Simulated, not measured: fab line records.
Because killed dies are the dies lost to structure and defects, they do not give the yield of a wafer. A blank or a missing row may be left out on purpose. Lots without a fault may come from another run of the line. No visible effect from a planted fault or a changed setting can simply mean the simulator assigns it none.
Struck lot and sound lot, side by side :: flow sky130 :: 22 out of 708 route steps
Sound: the wafers L532.1, L532.4, L532.5. Wafers struck: L543.1, L543.2, L543.3. The cause is named last.
At each step with rows: each side's tool, then ch and its chambers, then its first start. Under that, the readings that differ: sound wafers :: struck wafers :: difference of the means :: sigmas: that difference in standard deviations of wafers without a fault.
alike: readings with means less than 2 such deviations apart, plus words and numbers identical on both sides. not compared: withheld readings, readings lacking a value on some wafer, bounds such as >300 that could conceal the same value, and numbers that have no deviation in the record and whose values overlap.
Wherever a step has rows on one side only, a row that says differs or no value, or a row with sigmas, the two part there. When numbers do not overlap yet have no deviation, they are printed without sigmas and do not part them. Lack of a reading on every wafer of one side parts them only where that side has two or more wafers.

first, 1 step without rows for these wafers: SKY_LOCAL_INTERCONNECT_CLEAN_18 (cleans in O3/DIW).
SKY_CONTACT_CVD_00: deposits Si3N4, target thk 75 nm.
  sound on pecvd-01 ch 0,1,2, day 32 03:16; struck on pecvd-01 ch 0,1,2, day 35 15:07
  alike: heater_power_w
SKY_CONTACT_THK_MEAS_01:
  struck on film_metro-01, day 35 15:10; sound on film_metro-03, day 32 03:17
  alike: CONTACT_CVD_00_THK
then, 1 step without rows for these wafers: SKY_CONTACT_HDPCVD_02 (deposits SiO2, target thk 565 nm, time 94.2 s).
SKY_CONTACT_THK_MEAS_03:
  struck on film_metro-04, day 35 15:17; sound on film_metro-04, day 32 03:25
reading: CONTACT_HDPCVD_THK (nm)
sound: 569 571 575
struck: 556 553 569
difference: -12
sigmas: -2
SKY_CONTACT_CMP_04: polishes SiO2.
  sound on cmp-01 ch 1,3, day 32 03:29; struck on cmp-01 ch 0,2,3, day 35 15:23
  alike: motor_current_A, platen_rpm, time_to_endpoint_s
SKY_CONTACT_BOW_MEAS_05:
  struck on film_metro-01, day 35 15:38; sound on film_metro-03, day 32 03:47
  alike: CONTACT_BOW
then, 5 steps without rows for these wafers: SKY_CONTACT_DEHYDRATE_06 (time 60 s); SKY_CONTACT_HMDS_07 (prime time 60 s); SKY_CONTACT_COAT_08 (resist thk 60 nm); SKY_CONTACT_COAT_09 (resist thk 450 nm); SKY_CONTACT_SOFTBAKE_10 (time 90 s).
SKY_CONTACT_EXPOSE_11: exposes mask CTM1, target cd 170 nm.
  sound on krf_scanner-01 ch 0, day 32 17:53; struck on krf_scanner-02 ch 0, day 36 05:47
  alike: mask, focus_offset_nm, stage_vel_mm_s
then, 2 steps without rows for these wafers: SKY_CONTACT_PEB_12; SKY_CONTACT_DEVELOP_13 (develop time 60 s).
SKY_CONTACT_CD_MEAS_14: target cd 170 nm.
  struck on cd_sem-02, day 36 18:07; sound on cd_sem-01, day 33 06:43
reading: cd_nm (nm)
sound: 168.8 169.8 170.0
struck: 141.3 140.8 140.4
difference: -28.7
sigmas: -18
SKY_CONTACT_OVL_MEAS_15:
  struck on overlay-01, day 36 18:14; sound on overlay-02, day 33 06:50
  alike: CONTACT_OVL
SKY_CONTACT_ETCH_16: etches BARC in N2/H2, stops on SiO2, time 45.9 s, target depth 60 nm.
  sound on rie_diel-01 ch 0,1, day 33 06:52; struck on rie_diel-01 ch 0,1,2, day 36 18:16
reading: model.CONTACT.cd_nm (nm)
sound: 169 169.5 169.7
struck: 141 140.5 139.9
difference: -29
sigmas: 
  alike: drypump_motor_current_A, oes_product_au, throttle_valve_pct
  not compared: rf_hours_counter_h
SKY_CONTACT_ETCH_17: etches SiO2 in C4F8/O2/Ar, stops on Si3N4, target depth 340 nm.
  sound on rie_diel-01 ch 0,1, day 33 06:56; struck on rie_diel-01 ch 0,1,2, day 36 18:19
  alike: oes_product_au
SKY_CONTACT_ETCH_18: etches Si3N4 in CHF3/O2, stops on TiN, time 39 s, target depth 75 nm.
  sound on rie_diel-01 ch 0,1; struck on rie_diel-01 ch 0,1,2
reading: model.CONTACT.cd_nm (nm)
sound: 168.8 169.5 169.6
struck: 140.9 140.7 140.3
difference: -28.7
sigmas: 
  alike: chf3_flow_sccm, drypump_motor_current_A, oes_product_au, throttle_valve_pct
  not compared: rf_hours_counter_h
SKY_CONTACT_STRIP_19: strips in O2/N2.
  sound on plasma_asher-02 ch 0,1, day 33 07:04; struck on plasma_asher-03 ch 0,1, day 36 18:24
  alike: drypump_motor_current_A, oes_product_au, strip_time_to_endpoint_s
  not compared: rf_hours_counter_h
-- the record jumps here: 13 days lie between the struck wafers' starts before and after (it left off in module CONTACT and takes up again in module PAD_OPEN, whose first step shown is number 708 of the route) --
SKY_PAD_OPEN_PROBE_99:
  struck on prober-02, day 49 19:13; sound on prober-01, day 47 00:29
reading: killed_at_contacts
sound: 35 18 34
struck: 191 217 214
difference: +178
sigmas: +36

reading: killed_dies
sound: 101 88 91
struck: 264 274 269
difference: +176
sigmas: +20

reading: killed_on_rim
sound: 20 12 19
struck: 73 75 75
difference: +57
sigmas: +14
  alike: killed_at_M0_to_M3, killed_at_M4_up, killed_at_front_end, killed_at_other, killed_open, killed_short

## WHERE THEY PART
Earliest at SKY_CONTACT_THK_MEAS_03; latest, in this record, at SKY_PAD_OPEN_PROBE_99.

WHY: what the simulator had put in
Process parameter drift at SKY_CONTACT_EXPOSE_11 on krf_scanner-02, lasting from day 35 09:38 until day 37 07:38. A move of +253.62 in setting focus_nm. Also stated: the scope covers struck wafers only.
